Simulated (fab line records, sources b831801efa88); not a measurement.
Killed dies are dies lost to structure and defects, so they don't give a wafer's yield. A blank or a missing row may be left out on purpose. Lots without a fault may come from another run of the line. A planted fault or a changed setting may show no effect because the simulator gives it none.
Which tool did it? | flow sky130 | 12 lots, 36 wafers sampled, at 2 steps of a route of 708

WHAT THE GAUGES READ, wafer by wafer
SKY_VIA4_THK_MEAS_01. Usual: VIA4_HDPCVD_THK 1755 nm, standard deviation 17.
lot  | measured     | on            | VIA4_HDPCVD_THK (nm) | flag
L714 | day 42 05:21 | film_metro-02 | 1753 1738 1765       |
L715 | day 42 11:41 | film_metro-03 | 1750 1770 1740       |
L716 | day 42 13:11 | film_metro-03 | 1768 1760 1772       |
L718 | day 42 22:52 | film_metro-03 | 1745 1791 1766       |
L717 | day 43 12:43 | film_metro-02 | 1748 1770 1743       |
L719 | day 43 23:03 | film_metro-02 | 1784 1777 1748       |
L722 | day 44 18:50 | film_metro-02 | 1734 1753 1739       |
L723 | day 45 04:58 | film_metro-03 | 1764 1754 1758       |
L725 | day 45 09:54 | film_metro-04 | 1775 1774 1779       |
L726 | day 45 17:01 | film_metro-04 | 1737 1750 1774       |
L734 | day 47 03:20 | film_metro-04 | 1747 1724 1761       |
L735 | day 47 09:31 | film_metro-03 | 1740 1749 1765       |

WHICH TOOL RAN EACH LOT (tool, then ch and the chambers of the sampled wafers, then the start)
lot  | SKY_METAL1_METAL_ETCH_19
L714 | rie_metal-04 ch 0,1, day 33 11:06
L715 | rie_metal-04 ch 0,1, day 33 14:51
L716 | rie_metal-01 ch 0,1, day 33 20:10
L718 | rie_metal-01 ch 0,1, day 34 08:31
L717 | rie_metal-01 ch 0,1, day 34 18:58
L719 | rie_metal-01 ch 0,1, day 35 07:00
L722 | rie_metal-01 ch 1, day 36 06:26
L723 | rie_metal-01 ch 0,1, day 36 20:04
L725 | rie_metal-01 ch 0,1, day 37 00:40
L726 | rie_metal-04 ch 0,1, day 37 07:20
L734 | rie_metal-04 ch 0,1, day 39 02:39
L735 | rie_metal-04 ch 0,1, day 39 11:01
- SKY_METAL1_METAL_ETCH_19: etches the open film in Cl2/BCl3, stops on SiO2, target depth 360 nm, time 78 s.

WHAT THE TOOLS THEMSELVES READ (means of the sampled wafers that have a number; where no wafer has one, the mark that the record gives instead)
SKY_METAL1_METAL_ETCH_19. Usual: drypump_motor_current_A 5.7 A, standard deviation 0.37; mfc_cl2_sccm 59.99 sccm, standard deviation 0.15; oes_product_au 0.854 a.u., standard deviation 0.006; throttle_valve_pct 22.265 %, standard deviation 0.0096.
lot  | tool         | drypump_motor_current_A (A) | mfc_cl2_sccm (sccm) | oes_product_au (a.u.) | throttle_valve_pct (%) | flag
L714 | rie_metal-04 | 5.5                         | 60.02               | 0.844                 | 22.269                 |
L715 | rie_metal-04 | 5.5                         | 60.04               | 0.857                 | 22.251                 |
L716 | rie_metal-01 | 5.5                         | 60.13               | 0.855                 | 22.263                 |
L718 | rie_metal-01 | 5.5                         | 60.15               | 0.858                 | 22.267                 |
L717 | rie_metal-01 | 5.6                         | 59.88               | 0.856                 | 22.272                 |
L719 | rie_metal-01 | 5.6                         | 59.98               | 0.862                 | 22.264                 |
L722 | rie_metal-01 | 5.3                         | 60.00               | 0.859                 | 22.255                 |
L723 | rie_metal-01 | 5.5                         | 59.83               | 0.850                 | 22.269                 |
L725 | rie_metal-01 | 5.5                         | 60.11               | 0.855                 | 22.260                 |
L726 | rie_metal-04 | 5.9                         | 60.08               | 0.849                 | 22.261                 |
L734 | rie_metal-04 | 5.8                         | 60.04               | 0.859                 | 22.260                 |
L735 | rie_metal-04 | 5.9                         | 59.76               | 0.846                 | 22.262                 |

THE ANSWER, worked out from the rows above alone
Rule: a lot is off if the mean of its wafers that have a number lies more than 3 standard deviations from the usual mean. A lot without any number at a reading at which 4 lots or more have one is off too. The other lots that the step has rows for count as sound. The gauges are gone through in route order, then the tools' own readings, and for those a lot's mean is taken as printed above. The first step at which some lot is off is used, and at that step the reading that is off furthest; a lot without a number counts as furthest.
No lot is off at any reading shown: from this, nothing can be told.

WHAT THE SIMULATOR HAD PUT IN
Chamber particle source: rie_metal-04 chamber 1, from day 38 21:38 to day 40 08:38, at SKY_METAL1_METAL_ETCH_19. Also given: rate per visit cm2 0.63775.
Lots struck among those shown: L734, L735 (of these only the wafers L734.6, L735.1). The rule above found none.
